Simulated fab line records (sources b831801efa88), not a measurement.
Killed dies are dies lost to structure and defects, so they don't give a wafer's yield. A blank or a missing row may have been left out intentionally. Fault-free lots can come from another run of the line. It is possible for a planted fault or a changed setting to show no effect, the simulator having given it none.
A lot that was struck, set against a sound lot | flow sky130 | 15 steps out of a route of 708
Sound: wafers L804.1, L804.2, L804.6. Struck: wafer L810.1. (L810.6 of the same lot was not struck and is left out.) The cause comes at the end.
At each step with rows: each side's tool, then ch and its chambers, then its first start. Under that, the readings that differ: sound wafers | struck wafers | difference of the means | sigmas: that difference in standard deviations of wafers without a fault.
alike: readings whose means differ by less than 2 such deviations, and words and numbers that are the same on both sides. not compared: withheld readings, readings that some wafer has no value for, bounds like >300 that may hide the same value, and numbers for which the record gives no deviation and whose values overlap.
The two part at a step that has a row with sigmas, a row that says differs or no value, or rows on one side only. Non-overlapping numbers with no deviation appear without sigmas and do not part them. Lack of a reading on every wafer of one side parts them only where that side has two or more wafers.

first, 5 steps without rows for these wafers: SKY_VT_ADJUST_PCH_COAT_02 (resist thk 3000 nm); SKY_VT_ADJUST_PCH_SOFTBAKE_03; SKY_VT_ADJUST_PCH_EXPOSE_04 (exposes mask NWM, target cd 840 nm); SKY_VT_ADJUST_PCH_PEB_05; SKY_VT_ADJUST_PCH_DEVELOP_06 (develop time 60 s).
SKY_VT_ADJUST_PCH_OVL_MEAS_07:
  sound: overlay-01 at day 11 04:26; struck: overlay-02 at day 12 18:35
  alike: VT_ADJUST_PCH_OVL
after that, 1 step had no rows for these wafers: SKY_VT_ADJUST_PCH_IMPLANT_08.
SKY_VT_ADJUST_PCH_STRIP_09: strips in O2/N2.
  sound on plasmaAsher-04 ch 0,1, day 11 04:38; struck on plasmaAsher-02 ch 1, day 12 18:47
  alike: drypumpMotorCurrentA, oesProductAu, stripTimeToEndpointS
  not compared: rfHoursCounterH
SKY_VT_ADJUST_PCH_TW_MEAS_10:
  sound: filmMetro-04 at day 11 04:44; struck: filmMetro-04 at day 12 18:53
  alike: VT_ADJUST_PCH_TW
then, 3 steps without rows for these wafers: SKY_SONOS_TUNNEL_DEHYDRATE_00 (time 60 s); SKY_SONOS_TUNNEL_HMDS_01 (prime time 60 s); SKY_SONOS_TUNNEL_COAT_02 (resist thk 1140 nm).
SKY_SONOS_TUNNEL_SOFTBAKE_03: time 60 s.
  sound on lithoTrack-02 ch 0, day 11 16:44; struck on lithoTrack-01 ch 0, day 13 06:41
reading               | sound             | struck | difference | sigmas
heaterPowerTotalW (W) | 56.54 56.64 56.51 | 57.03  | +0.47      | +12
runLengthS (s)        | 89.37 89.28 89.31 | 87.35  | -1.97      | -9
then, 1 step without rows for these wafers: SKY_SONOS_TUNNEL_EXPOSE_04 (exposes mask TUNM, target cd 410 nm).
-- here the record skips 34 days between the struck wafers' starts before and after, leaving off in module SONOS_TUNNEL and picking up in module PAD_OPEN (first step shown: number 708 of the route) --
SKY_PAD_OPEN_PROBE_99:
  sound: prober-02 at day 46 13:17; struck: prober-01 at day 47 15:14
  alike: killed_at_M0_to_M3, killed_at_M4_up, killedAtContacts, killedAtFrontEnd, killedAtOther, killedDies, killedOpen, killedShort

WHERE THEY PART
At SKY_SONOS_TUNNEL_SOFTBAKE_03 and nowhere else, as far as this record goes. Later steps at which nothing parts them and some readings are alike: SKY_PAD_OPEN_PROBE_99.

WHY: what had been put in by the simulator
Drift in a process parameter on lithoTrack-01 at SKY_SONOS_TUNNEL_SOFTBAKE_03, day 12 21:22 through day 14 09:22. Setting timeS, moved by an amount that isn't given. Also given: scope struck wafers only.
